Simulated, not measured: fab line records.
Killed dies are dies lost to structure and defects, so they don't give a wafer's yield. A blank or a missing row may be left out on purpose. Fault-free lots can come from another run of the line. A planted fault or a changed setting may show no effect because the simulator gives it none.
A struck lot beside a sound one ; flow gf180mcu ; 39 steps out of a route of 602
Sound: the wafers L343.3, L343.4, L343.5. Struck: wafer L358.3; the same lot's L358.5 was not struck, so it is left out; see the end for the cause.
Per side, at each step with rows, come the tool, then ch with its chambers, and then its first start. Under that, the readings that differ: sound wafers ; struck wafers ; difference of the means ; sigmas: that difference in standard deviations of wafers without a fault.
alike: readings whose means differ by less than 2 such deviations, and words and numbers that are the same on both sides. not compared: withheld readings, readings that some wafer has no value for, bounds like >300 that may hide the same value, and numbers for which the record gives no deviation and whose values overlap.
A row with sigmas, a row that says differs or no value, or rows on one side alone: a step with any of these is where the two part. Non-overlapping numbers with no deviation appear without sigmas and do not part them. A reading missing from all wafers of one side parts the sides only when that side holds two or more wafers.

first, 4 steps without rows for these wafers: GF_M2_SOFTBAKE_10 (time 60 s); GF_M2_EXPOSE_11 (exposes mask Metal2, target cd 280 nm); GF_M2_PEB_12 (peb time 90 s); GF_M2_DEVELOP_13 (develop time 60 s).
GF_M2_CD_MEAS_14: the cd target is 280 nm.
  sound: cd sem-01 at day 19 00:50; struck: cd sem-01 at day 24 23:46
  alike: cd nm
GF_M2_OVL_MEAS_15:
  sound: overlay-01 at day 19 00:56; struck: overlay-01 at day 24 23:51
  alike: M2_OVL
GF_M2_METAL_ETCH_16: etches the open film in Cl2/BCl3, stops on SiO2, target depth 750.8 nm, time 125.1 s.
  sound on rie metal-03 ch 0,1, day 19 01:00; struck on rie metal-02 ch 1, day 24 23:55
  alike: drypump motor current A, oes product au, throttle valve pct
  not compared: rf hours counter h
then, 4 steps without rows for these wafers: GF_M2_STRIP_17 (strips in O2/N2); GF_M2_STRIP_18 (strips in post etch residue remover, time 1200 s); GF_M2_CLEAN_19 (cleans in DIW); GF_V2_CVD_00 (deposits SiO2, target thk 600 nm, time 100 s).
GF_V2_THK_MEAS_01:
  sound: film metro-01 at day 19 01:43; struck: film metro-04 at day 25 00:46
  alike: V2_CVD_00_THK
GF_V2_CVD_02: deposits SiO2 from TEOS, target thk 850 nm, time 94.851 s.
  sound on pecvd-01 ch 0,1,2, day 19 01:45; struck on pecvd-04 ch 2, day 25 00:48
reading;sound;struck;difference;sigmas
model.SiO2_of_V2_CVD_02.thk nm (nm);824.6 845.3 851.7;544.5;-296.0;
  alike: heater power outer w, heater power w
GF_V2_THK_MEAS_03:
  sound: film metro-04 at day 19 01:50; struck: film metro-02 at day 25 00:53
reading;sound;struck;difference;sigmas
V2_CVD_02_THK (nm);825 846 851;545;-296;-31
GF_V2_CMP_04: polishes SiO2.
  sound on cmp-02 ch 0,1,2, day 19 01:53; struck on cmp-01 ch 3, day 25 00:58
reading;sound;struck;difference;sigmas
time to endpoint s (s);73 80 86;41;-39;-8
  alike: motor current A
GF_V2_BOW_MEAS_05:
  sound: film metro-01 at day 19 02:13; struck: film metro-04 at day 25 01:16
  alike: V2_BOW
then, 8 steps without rows for these wafers: GF_V2_DEHYDRATE_06 (time 60 s); GF_V2_HMDS_07 (prime time 60 s); GF_V2_COAT_08; GF_V2_COAT_09 (resist thk 1000 nm); GF_V2_SOFTBAKE_10 (time 60 s); GF_V2_EXPOSE_11 (exposes mask Via2, target cd 260 nm); GF_V2_PEB_12 (peb time 90 s); GF_V2_DEVELOP_13 (develop time 60 s).
GF_V2_CD_MEAS_14: the cd target is 260 nm.
  sound: cd sem-02 at day 20 02:44; struck: cd sem-01 at day 25 22:38
reading;sound;struck;difference;sigmas
cd nm (nm);259.6 260.8 259.7;257.0;-3.0;-2
GF_V2_OVL_MEAS_15:
  sound: overlay-01 at day 20 02:50; struck: overlay-01 at day 25 22:44
  alike: V2_OVL
GF_V2_ETCH_16: etches BARC in N2/H2.
  sound on rie diel-01 ch 0,1, day 20 02:51; struck on rie diel-03 ch 3, day 25 22:45
reading;sound;struck;difference;sigmas
oes product au (a.u.);0.846 0.849 0.852;0.860;+0.011;+2
  alike: drypump motor current A, throttle valve pct
GF_V2_ETCH_17: etches SiO2 in C4F8/O2/Ar, stops on TiN, target depth 630 nm.
  sound: rie diel-01 ch 0,1; struck: rie diel-03 ch 3
reading;sound;struck;difference;sigmas
oes product au (a.u.);0.853 0.860 0.856;0.795;-0.061;-13
model.etch.depth nm (nm);632.4 632 632.5;544.5;-87.8;
model.V2.feature depth nm (nm);632.4 632 632.5;544.5;-87.8;
GF_V2_STRIP_18: strips in O2/N2.
  sound on plasma asher-03 ch 0,1, day 20 03:01; struck on plasma asher-04 ch 0, day 25 22:55
  alike: drypump motor current A, heater power w, oes product au
  not compared: rf hours counter h
then, 4 steps without rows for these wafers: GF_V2_STRIP_19 (strips in post etch residue remover, time 1200 s); GF_V2_CLEAN_20 (cleans in DIW); GF_V2_SPUTTER_21 (material Ti, target thk 15 nm, time 80.02 s); GF_V2_SPUTTER_22 (material TiN, target thk 10 nm, time 40 s).
GF_V2_CVD_23: deposits W, target thk 350 nm, time 104.94 s.
  sound on cvd w-01 ch 0,1, day 20 03:39; struck on cvd w-01 ch 1, day 25 23:33
  alike: heater power outer w, heater power w
GF_V2_RS_MEAS_24: measurement is done with a four-point probe.
  sound: film metro-02 at day 20 03:46; struck: film metro-01 at day 25 23:40
  alike: V2_W_RS
GF_V2_THK_MEAS_25: measures by xrf.
  sound: film metro-02 at day 20 03:52; struck: film metro-01 at day 25 23:46
  alike: V2_W_THK
GF_V2_CMP_26: polishes, stops on SiO2, t overpolish 15 s, target thk 0 nm.
  sound on cmp-02 ch 0,2,3, day 20 04:01; struck on cmp-02 ch 2, day 25 23:57
reading;sound;struck;difference;sigmas
time to endpoint s (s);75 76 77;85;+9;+3
model.SiO2_of_V2_CVD_02.thk nm (nm);628.6 628.2 628.7;540.7;-87.8;
  alike: motor current A, overpolish run s
GF_M3_SPUTTER_00: material Ti, target thk 37.5 nm, time 150 s.
  sound: pvd sputter-03 at day 20 04:13; struck: pvd sputter-03 at day 26 00:06
  alike: throttle valve pct
-- the record jumps here: 8 days lie between the struck wafers' starts before and after (it left off in module M3 and takes up again in module PASSIVATION, whose first step shown is number 602 of the route) --
GF_PASSIVATION_PROBE_99:
  sound: prober-01 at day 28 20:23; struck: prober-01 at day 33 12:56
reading;sound;struck;difference;sigmas
model.etest.met3 comb.leak log10 a um;-11.96 -12.03 -11.97;-7.295;+4.692;

## WHERE THEY PART
Earliest at GF_V2_THK_MEAS_03; latest, in this record, at GF_V2_CMP_26. Later steps at which nothing parts them and some readings are alike: GF_M3_SPUTTER_00.

WHY: what the simulator had put in
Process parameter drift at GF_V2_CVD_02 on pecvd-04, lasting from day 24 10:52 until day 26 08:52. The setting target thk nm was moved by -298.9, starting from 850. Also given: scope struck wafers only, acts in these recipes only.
